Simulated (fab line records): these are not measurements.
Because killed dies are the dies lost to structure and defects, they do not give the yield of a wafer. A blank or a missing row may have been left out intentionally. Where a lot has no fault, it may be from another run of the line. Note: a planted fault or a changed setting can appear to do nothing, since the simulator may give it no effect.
Which tool did it? | flow gf180mcu | 39 wafers from 13 lots sampled at 4 of the route's 602 steps

## WHAT THE GAUGES SHOWED, per wafer
GF_SAB_OVL_MEAS_10. Usual: SAB_OVL gives -0.4 nm (standard deviation 1.2).
lot  | measured     | on         | SAB_OVL (nm)   | flag
L493 | day 15 13:04 | overlay-01 | 0.5 0.0 0.3    |
L495 | day 16 00:52 | overlay-01 | 0.0 -2.2 -0.6  |
L496 | day 16 10:27 | overlay-02 | -1.5 -2.5 -2.1 |
L500 | day 17 23:37 | overlay-01 | 0.7 -0.7 -0.4  |
L502 | day 18 18:51 | overlay-01 | -0.7 1.7 1.1   |
L504 | day 19 18:43 | overlay-01 | 0.6 2.2 2.1    |
L507 | day 20 15:37 | overlay-01 | -1.4 -0.1 -1.0 |
L508 | day 20 22:07 | overlay-01 | -2.0 -0.9 -1.4 |
L509 | day 21 10:37 | overlay-01 | -0.2 1.0 -0.1  |
L511 | day 22 01:16 | overlay-02 | -1.9 -1.1 -1.1 |
L512 | day 22 06:15 | overlay-02 | -0.1 -1.9 0.5  |
L513 | day 22 17:24 | overlay-01 | 2.0 -0.2 0.7   |
L514 | day 23 01:46 | overlay-01 | 0.3 0.9 0.0    |

GF_CONTACT_THK_MEAS_01. Usual: CONTACT_CVD_00_THK gives 298 nm (standard deviation 3.8).
lot  | measured     | on            | CONTACT_CVD_00_THK (nm) | flag
L493 | day 15 14:07 | film metro-04 | 294 297 298             |
L495 | day 16 01:51 | film metro-02 | 293 299 302             |
L496 | day 16 11:26 | film metro-04 | 297 304 298             |
L500 | day 18 00:34 | film metro-04 | 297 293 302             |
L502 | day 18 19:49 | film metro-04 | 292 304 293             |
L504 | day 19 19:41 | film metro-01 | 298 300 295             |
L507 | day 20 16:34 | film metro-04 | 301 305 295             |
L508 | day 20 23:04 | film metro-04 | 306 296 299             |
L509 | day 21 11:35 | film metro-04 | 295 302 297             |
L511 | day 22 02:13 | film metro-04 | 301 296 303             |
L512 | day 22 07:11 | film metro-02 | 295 296 295             |
L513 | day 22 18:20 | film metro-02 | 299 295 301             |
L514 | day 23 02:51 | film metro-04 | 305 295 294             |

## TOOL THAT RAN EACH LOT (tool first, then ch and the chambers of the sampled wafers, then the start)
lot  | GF_NWELL_COAT_02                 | GF_NWELL_STRIP_10
L493 | litho track-01 ch 0, day 3 06:47 | plasma asher-01 ch 0,1, day 3 14:11
L495 | litho track-03 ch 0, day 3 16:24 | plasma asher-04 ch 0,1, day 3 23:05
L496 | litho track-03 ch 0, day 3 22:03 | plasma asher-01 ch 0, day 4 05:26
L500 | litho track-03 ch 0, day 4 20:24 | plasma asher-01 ch 0, day 5 03:53
L502 | litho track-03 ch 0, day 5 05:48 | plasma asher-04 ch 0,1, day 5 13:23
L504 | litho track-03 ch 0, day 5 18:18 | plasma asher-04 ch 0,1, day 6 02:32
L507 | litho track-01 ch 0, day 6 10:33 | plasma asher-01 ch 0,1, day 6 19:26
L508 | litho track-02 ch 0, day 6 14:39 | plasma asher-04 ch 0,1, day 6 22:58
L509 | litho track-02 ch 0, day 6 22:21 | plasma asher-03 ch 0,1, day 7 06:25
L511 | litho track-01 ch 0, day 7 08:48 | plasma asher-03 ch 0,1, day 7 16:56
L512 | litho track-02 ch 0, day 7 11:42 | plasma asher-03 ch 0,1, day 7 20:29
L513 | litho track-02 ch 0, day 7 16:15 | plasma asher-03 ch 0, day 8 00:53
L514 | litho track-02 ch 0, day 8 02:18 | plasma asher-04 ch 0,1, day 8 10:41
- GF_NWELL_COAT_02: resist thk 3000 nm.
- GF_NWELL_STRIP_10: strips in O2/N2.

## WHAT THE TOOLS THEMSELVES READ (means of the sampled wafers that have a number; where no wafer has one, the mark that the record gives instead)
GF_NWELL_COAT_02. Usual: exhaust pa at 45.1 Pa, with a standard deviation of 0.82.
lot  | tool           | exhaust pa (Pa) | flag
L493 | litho track-01 | 45.8            |
L495 | litho track-03 | 45.7            |
L496 | litho track-03 | 44.8            |
L500 | litho track-03 | 44.7            |
L502 | litho track-03 | 45.8            |
L504 | litho track-03 | 45.5            |
L507 | litho track-01 | 45.6            |
L508 | litho track-02 | 44.6            |
L509 | litho track-02 | 44.7            |
L511 | litho track-01 | 45.7            |
L512 | litho track-02 | 45.6            |
L513 | litho track-02 | 45.3            |
L514 | litho track-02 | 45.1            |

GF_NWELL_STRIP_10. Usual: drypump motor current A 5.4 A, standard deviation 0.54; heater power w 331 W, standard deviation 28; oes product au 0.723 a.u., standard deviation 0.0051; strip time to endpoint s 37.00 s, standard deviation 0.1.
lot  | tool            | drypump motor current A (A) | heater power w (W) | oes product au (a.u.) | strip time to endpoint s (s) | flag
L493 | plasma asher-01 | 5.3                         | 319                | 0.721                 | 36.89                        |
L495 | plasma asher-04 | 5.0                         | 332                | 0.722                 | 37.08                        |
L496 | plasma asher-01 | 4.8                         | 342                | 0.722                 | 37.16                        |
L500 | plasma asher-01 | 4.7                         | 336                | 0.723                 | 37.07                        |
L502 | plasma asher-04 | 5.2                         | 320                | 0.718                 | 26.89                        | OFF
L504 | plasma asher-04 | 5.1                         | 335                | 0.714                 | 26.77                        | OFF
L507 | plasma asher-01 | 5.0                         | 330                | 0.724                 | 36.91                        |
L508 | plasma asher-04 | 5.2                         | 318                | 0.724                 | 37.08                        |
L509 | plasma asher-03 | 6.2                         | 331                | 0.726                 | 37.04                        |
L511 | plasma asher-03 | 6.2                         | 333                | 0.725                 | 37.03                        |
L512 | plasma asher-03 | 6.2                         | 331                | 0.722                 | 36.97                        |
L513 | plasma asher-03 | 6.4                         | 400                | 0.723                 | 36.92                        |
L514 | plasma asher-04 | 5.2                         | 321                | 0.719                 | 36.89                        |

## THE ANSWER, worked out from the rows above alone
Rule: lot off if the mean of its wafers having a number is beyond 3 standard deviations from the usual mean. A lot without any number at a reading at which 4 lots or more have one is off too. The other lots that the step has rows for count as sound. First the gauges in route order, then the tools' own readings, where a lot's mean is used as printed above. At the first step where some lot is off, the reading lying furthest off is the one used; lots without a number count as furthest.
Off at GF_NWELL_STRIP_10 (strip time to endpoint s): L502, L504.
If a tool, at that step or one of the process steps before it, ran each lot that is off and ran no sound lot following the first of them, it fits. One candidate fits, namely litho track-03 at GF_NWELL_COAT_02. Its last sound lot is L500 (day 4 20:24), its first lot that is off L502 (day 5 05:48): a fault that began between those two fits.

## WHAT THE SIMULATOR HAD PUT IN
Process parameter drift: litho track-03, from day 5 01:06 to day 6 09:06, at GF_NWELL_COAT_02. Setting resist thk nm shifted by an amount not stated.
Shown lots that were struck: L502, L504. Same finding as the rule above.
